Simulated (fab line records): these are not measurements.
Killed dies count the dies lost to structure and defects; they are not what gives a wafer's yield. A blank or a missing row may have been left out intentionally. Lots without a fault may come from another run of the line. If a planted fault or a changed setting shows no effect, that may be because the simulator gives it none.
Which tool did it?	flow sky130	8 lots with 24 wafers sampled at 5 steps, on a route of 708 steps

WHAT THE GAUGES READ, wafer by wafer
SKY_NWELL_THK_MEAS_02. Usual: for NWELL_OXIDATION_THK the level is 9.97 nm and the standard deviation is 0.23.
lot	measured	on	NWELL_OXIDATION_THK (nm)	flag
L652	day 3 01:13	filmMetro-03	10.03 10.07 10.07	
L663	day 4 21:05	filmMetro-04	12.24 12.29 12.37	OFF
L664	day 5 04:08	filmMetro-03	12.05 12.13 12.11	OFF
L665	day 5 08:00	filmMetro-01	10.27 10.26 10.22	
L667	day 6 04:48	filmMetro-03	10.11 9.92 10.16	
L670	day 6 13:13	filmMetro-01	10.07 10.07 10.18	
L672	day 6 20:46	filmMetro-01	10.44 10.14 10.43	
L675	day 7 20:42	filmMetro-03	10.00 10.19 10.15	

SKY_NWELL_RS_MEAS_29: uses a four-point probe to measure. Usual: for NWELL_RS the level is 624.9 ohm/sq and the standard deviation is 1.5.
lot	measured	on	NWELL_RS (ohm/sq)	flag
L652	day 6 00:50	filmMetro-01	624.0 623.1 621.8	
L663	day 8 05:04	filmMetro-03	626.8 625.9 626.9	
L664	day 8 12:13	filmMetro-04	624.9 625.4 627.3	
L665	day 8 16:53	filmMetro-04	625.4 627.9 625.6	
L667	day 9 16:45	filmMetro-01	622.0 622.1 622.0	
L670	day 10 02:49	filmMetro-04	625.9 625.6 626.0	
L672	day 10 13:22	filmMetro-01	621.9 623.6 625.2	
L675	day 11 16:25	filmMetro-01	621.0 623.3 624.2	

SKY_NWELL_RS_MEAS_31: uses a four-point probe to measure. Usual: for PWDE_RS the level is 5278 ohm/sq and the standard deviation is 19.
lot	measured	on	PWDE_RS (ohm/sq)	flag
L652	day 6 01:05	filmMetro-01	5264 5260 5256	
L663	day 8 05:19	filmMetro-03	5292 5300 5288	
L664	day 8 12:28	filmMetro-04	5247 5246 5270	
L665	day 8 17:08	filmMetro-04	5283 5293 5285	
L667	day 9 16:59	filmMetro-01	5262 5271 5259	
L670	day 10 03:04	filmMetro-04	5275 5277 5262	
L672	day 10 13:36	filmMetro-01	5280 5270 5277	
L675	day 11 16:40	filmMetro-01	5271 5289 5284	

SKY_VT_ADJUST_HVTP_CD_MEAS_07 targets a cd of 380 nm. Usual: cdNm 379.2 nm, standard deviation 2.9.
lot	measured	on	cdNm (nm)	flag
L652	day 6 19:52	cdSem-01	382.6 381.2 382.3	
L663	day 9 02:53	cdSem-01	373.2 373.3 373.9	
L664	day 9 09:36	cdSem-01	378.1 376.7 380.5	
L665	day 9 15:19	cdSem-01	377.1 378.7 377.9	
L667	day 10 15:47	cdSem-01	374.5 377.0 375.7	
L670	day 11 01:59	cdSem-02	377.8 378.9 378.6	
L672	day 11 13:01	cdSem-02	376.6 376.2 378.8	
L675	day 12 17:08	cdSem-02	376.4 376.6 380.6	

WHICH TOOL RAN EACH LOT (tool, then ch and the chambers of the sampled wafers, then the start)
lot	SKY_NWELL_OXIDATION_01
L652	furnace-02 ch 0, day 2 23:50
L663	furnace-02 ch 0, day 4 19:41
L664	furnace-02 ch 0, day 5 02:44
L665	furnace-01 ch 0, day 5 06:37
L667	furnace-01 ch 0, day 6 03:23
L670	furnace-01 ch 0, day 6 11:49
L672	furnace-01 ch 0, day 6 19:21
L675	furnace-01 ch 0, day 7 19:19
- SKY_NWELL_OXIDATION_01: stabilise 600 s, purge 300 s, target thk 10 nm.

WHAT THE TOOLS THEMSELVES READ (means of the sampled wafers that have a number; where no wafer has one, the mark that the record gives instead)
SKY_NWELL_OXIDATION_01. Usual: spikeTcBottomC 918.9 C, standard deviation 0.94; spikeTcCentreC 902.0 C, standard deviation 0.97; spikeTcLowerC 899.9 C, standard deviation 0.96; spikeTcTopC 909.5 C, standard deviation 2.5; spikeTcUpperC 901.5 C, standard deviation 1.7; tubeCenterTempC 899.99 C, standard deviation 0.081; tube_center_temp_C_max 902.3, standard deviation 0.37; zonePowerTopPct 28.7 %, standard deviation 0.38.
lot	tool	spikeTcBottomC (C)	spikeTcCentreC (C)	spikeTcLowerC (C)	spikeTcTopC (C)	spikeTcUpperC (C)	tubeCenterTempC (C)	tube_center_temp_C_max	zonePowerTopPct (%)	flag
L652	furnace-02	918.9	902.2	900.6	912.8	902.5	899.94	902.2	28.7	
L663	furnace-02	938.0	921.0	919.3	930.3	922.2	918.80	921.0	29.7	OFF
L664	furnace-02	937.8	920.9	918.6	930.2	921.8	918.74	921.1	29.8	OFF
L665	furnace-01	920.0	902.1	899.9	907.2	899.9	899.98	902.5	28.6	
L667	furnace-01	919.8	901.7	900.2	907.3	899.4	899.97	902.4	28.6	
L670	furnace-01	919.8	901.9	899.1	907.7	900.2	899.98	902.3	28.5	
L672	furnace-01	918.7	902.1	901.3	906.8	900.9	900.04	902.6	28.2	
L675	furnace-01	918.7	900.8	899.6	907.7	900.0	899.99	902.3	28.4	

THE ANSWER, worked out from the rows above alone
Rule: take the mean of a lot's wafers that have a number; if it is more than 3 standard deviations from the usual mean, the lot is off. A lot without any number at a reading at which 4 lots or more have one is off too. Any other lot the step has rows for is counted as sound. Order of review: gauges by route order, followed by the tools' own readings, for which a lot's mean as printed above is used. The first step at which some lot is off is used, and at that step the reading that is off furthest; a lot without a number counts as furthest.
Off: at SKY_NWELL_THK_MEAS_02 (NWELL_OXIDATION_THK), L663, L664.
A tool fits if, at a process step before that reading, it ran every lot that is off, and no sound lot after the first of them. The gauges at SKY_NWELL_THK_MEAS_02 aren't tried: what is off there is off at SKY_NWELL_OXIDATION_01 too, on other tools, and a gauge's error can't cause that. One fits: SKY_NWELL_OXIDATION_01 on furnace-02. Its last sound lot is L652 (day 2 23:50), its first lot that is off L663 (day 4 19:41): a fault that began between those two fits.
The tool's own readings at SKY_NWELL_OXIDATION_01 bear it out: on the lots that are off they differ by more than 5 times the standard deviation of the sound lots' means. spikeTcBottomC reads 937.9 C there against 919.3 C on the sound lots; spikeTcCentreC reads 921.0 C there against 901.8 C on the sound lots; spikeTcLowerC reads 919.0 C there against 900.1 C on the sound lots; spikeTcTopC reads 930.2 C there against 908.2 C on the sound lots; spikeTcUpperC reads 922.0 C there against 900.5 C on the sound lots; tubeCenterTempC reads 918.77 C there against 899.98 C on the sound lots; tube_center_temp_C_max reads 921.0 there against 902.4 on the sound lots; zonePowerTopPct reads 29.8 % there against 28.5 % on the sound lots.

WHAT WAS PUT IN BY THE SIMULATOR
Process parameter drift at SKY_NWELL_OXIDATION_01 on furnace-02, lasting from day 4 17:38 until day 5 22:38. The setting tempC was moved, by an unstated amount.
Lots struck among those shown: L663, L664. Same finding as the rule above.
